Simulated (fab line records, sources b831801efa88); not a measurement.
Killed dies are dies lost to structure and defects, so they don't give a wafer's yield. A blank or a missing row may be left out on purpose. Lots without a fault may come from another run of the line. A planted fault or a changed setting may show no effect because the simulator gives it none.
Which tool did it? | flow gf180mcu | 13 lots, 39 wafers sampled, at 4 steps of a route of 602

WHAT THE GAUGES READ, wafer by wafer
GF_POLY_GATE_CD_MEAS_18. Usual: cd_nm 280.7 nm, standard deviation 2.
lot  | measured     | on        | cd_nm (nm)        | flag
L800 | day 9 06:31  | cd_sem-01 | 279.9 279.8 280.2 |
L802 | day 9 22:23  | cd_sem-01 | 280.8 280.8 279.8 |
L803 | day 10 01:08 | cd_sem-02 | 279.6 282.0 282.3 |
L804 | day 10 12:34 | cd_sem-02 | 282.7 279.9 282.9 |
L805 | day 10 18:10 | cd_sem-02 | 275.9 275.9 277.8 |
L806 | day 11 00:28 | cd_sem-01 | 282.5 282.2 282.0 |
L807 | day 11 05:50 | cd_sem-02 | 285.5 277.6 282.0 |
L809 | day 11 21:56 | cd_sem-01 | 283.5 279.6 278.7 |
L810 | day 12 06:32 | cd_sem-02 | 281.5 279.5 281.5 |
L811 | day 12 15:03 | cd_sem-02 | 278.7 282.3 280.7 |
L814 | day 13 06:17 | cd_sem-02 | 283.0 282.0 283.1 |
L819 | day 14 22:23 | cd_sem-02 | 283.6 281.4 281.8 |
L821 | day 15 12:44 | cd_sem-01 | 281.9 280.5 282.6 |

GF_SALICIDE_RS_MEAS_04: measures by four-point-probe. Usual: SALICIDE_TIN_RS 16.4 ohm/sq, standard deviation 0.33.
lot  | measured     | on            | SALICIDE_TIN_RS (ohm/sq) | flag
L800 | day 15 03:39 | film_metro-03 | 16.1 15.8 16.0           |
L802 | day 15 22:05 | film_metro-01 | 16.6 16.5 16.7           |
L803 | day 16 01:19 | film_metro-02 | 15.8 16.0 16.0           |
L804 | day 16 16:05 | film_metro-01 | 16.9 16.7 16.7           |
L805 | day 16 23:31 | film_metro-01 | 16.6 16.6 16.5           |
L806 | day 17 08:20 | film_metro-01 | 16.6 16.5 16.7           |
L807 | day 17 13:31 | film_metro-03 | 15.8 15.9 15.9           |
L809 | day 18 10:19 | film_metro-02 | 16.5 16.5 16.6           |
L810 | day 18 20:09 | film_metro-01 | 16.5 16.4 16.6           |
L811 | day 19 07:18 | film_metro-03 | 16.1 15.9 16.1           |
L814 | day 20 02:37 | film_metro-03 | 16.3 16.5 16.4           |
L819 | day 21 23:07 | film_metro-01 | 16.7 16.7 16.4           |
L821 | day 22 13:40 | film_metro-01 | 15.9 16.0 15.9           |

WHICH TOOL RAN EACH LOT (tool, then ch and the chambers of the sampled wafers, then the start)
lot  | GF_DNWELL_EXPOSE_04                | GF_SAB_ETCH_11
L800 | iline_stepper-01 ch 0, day 2 12:18 | rie_diel-04 ch 0,1,2, day 15 03:13
L802 | iline_stepper-01 ch 0, day 2 22:55 | rie_diel-03 ch 0,1,2, day 15 21:40
L803 | iline_stepper-01 ch 0, day 3 03:07 | rie_diel-02 ch 0,2, day 16 00:55
L804 | iline_stepper-01 ch 0, day 3 11:32 | rie_diel-02 ch 0,2,3, day 16 15:40
L805 | iline_stepper-01 ch 0, day 3 13:40 | rie_diel-02 ch 0,1,2, day 16 23:07
L806 | iline_stepper-01 ch 0, day 3 19:44 | rie_diel-02 ch 0,1, day 17 07:55
L807 | iline_stepper-02 ch 0, day 4 01:53 | rie_diel-02 ch 1,2, day 17 13:07
L809 | iline_stepper-01 ch 0, day 4 10:35 | rie_diel-04 ch 0,1,3, day 18 09:52
L810 | iline_stepper-02 ch 0, day 4 18:08 | rie_diel-02 ch 1,3, day 18 19:46
L811 | iline_stepper-01 ch 0, day 4 21:41 | rie_diel-02 ch 1,3, day 19 06:55
L814 | iline_stepper-01 ch 0, day 5 13:14 | rie_diel-03 ch 2,3, day 20 02:13
L819 | iline_stepper-02 ch 0, day 6 16:17 | rie_diel-04 ch 0,2,3, day 21 22:43
L821 | iline_stepper-01 ch 0, day 7 04:05 | rie_diel-03 ch 1,3, day 22 13:17
- GF_DNWELL_EXPOSE_04: exposes mask DNWELL, target cd 1700 nm.
- GF_SAB_ETCH_11: etches SiO2 in C4F8/O2/Ar, target depth 55 nm, time 8.5 s.

WHAT THE TOOLS THEMSELVES READ (means of the sampled wafers that have a number; where no wafer has one, the mark that the record gives instead)
GF_DNWELL_EXPOSE_04. Usual: exposure_dose_mJ_cm2 259.96, standard deviation 0.22; focus_offset_nm 0.1 nm, standard deviation 0.52.
lot  | tool             | exposure_dose_mJ_cm2 | focus_offset_nm (nm) | flag
L800 | iline_stepper-01 | 260.07               | -0.8                 |
L802 | iline_stepper-01 | 259.90               | 0.1                  |
L803 | iline_stepper-01 | 259.77               | 0.4                  |
L804 | iline_stepper-01 | 259.85               | 0.2                  |
L805 | iline_stepper-01 | 259.98               | 0.1                  |
L806 | iline_stepper-01 | 260.01               | -0.1                 |
L807 | iline_stepper-02 | 259.49               | 0.4                  |
L809 | iline_stepper-01 | 259.95               | 0.3                  |
L810 | iline_stepper-02 | 259.90               | -0.3                 |
L811 | iline_stepper-01 | 259.85               | 0.6                  |
L814 | iline_stepper-01 | 260.15               | 0.9                  |
L819 | iline_stepper-02 | 260.04               | -0.2                 |
L821 | iline_stepper-01 | 260.09               | 0.2                  |

GF_SAB_ETCH_11. Usual: bias_w 1201 W, standard deviation 3.1; oes_product_au 0.998 a.u., standard deviation 0.0096.
lot  | tool        | bias_w (W) | oes_product_au (a.u.) | flag
L800 | rie_diel-04 | 1201       | 0.999                 |
L802 | rie_diel-03 | 1197       | 0.998                 |
L803 | rie_diel-02 | 1204       | 0.993                 |
L804 | rie_diel-02 | 1201       | 0.988                 |
L805 | rie_diel-02 | 1199       | 0.990                 |
L806 | rie_diel-02 | 1202       | 0.993                 |
L807 | rie_diel-02 | 1198       | 1.000                 |
L809 | rie_diel-04 | 1203       | 1.010                 |
L810 | rie_diel-02 | 1198       | 1.007                 |
L811 | rie_diel-02 | 1201       | 1.008                 |
L814 | rie_diel-03 | 1199       | 1.003                 |
L819 | rie_diel-04 | 1200       | 1.000                 |
L821 | rie_diel-03 | 1202       | 0.995                 |

THE ANSWER, worked out from the rows above alone
Rule: a lot is off if the mean of its wafers that have a number lies more than 3 standard deviations from the usual mean. A lot without any number at a reading at which 4 lots or more have one is off too. The other lots that the step has rows for count as sound. The gauges are gone through in route order, then the tools' own readings, and for those a lot's mean is taken as printed above. The first step at which some lot is off is used, and at that step the reading that is off furthest; a lot without a number counts as furthest.
No lot is off at any reading shown: from this, nothing can be told.

WHAT THE SIMULATOR HAD PUT IN
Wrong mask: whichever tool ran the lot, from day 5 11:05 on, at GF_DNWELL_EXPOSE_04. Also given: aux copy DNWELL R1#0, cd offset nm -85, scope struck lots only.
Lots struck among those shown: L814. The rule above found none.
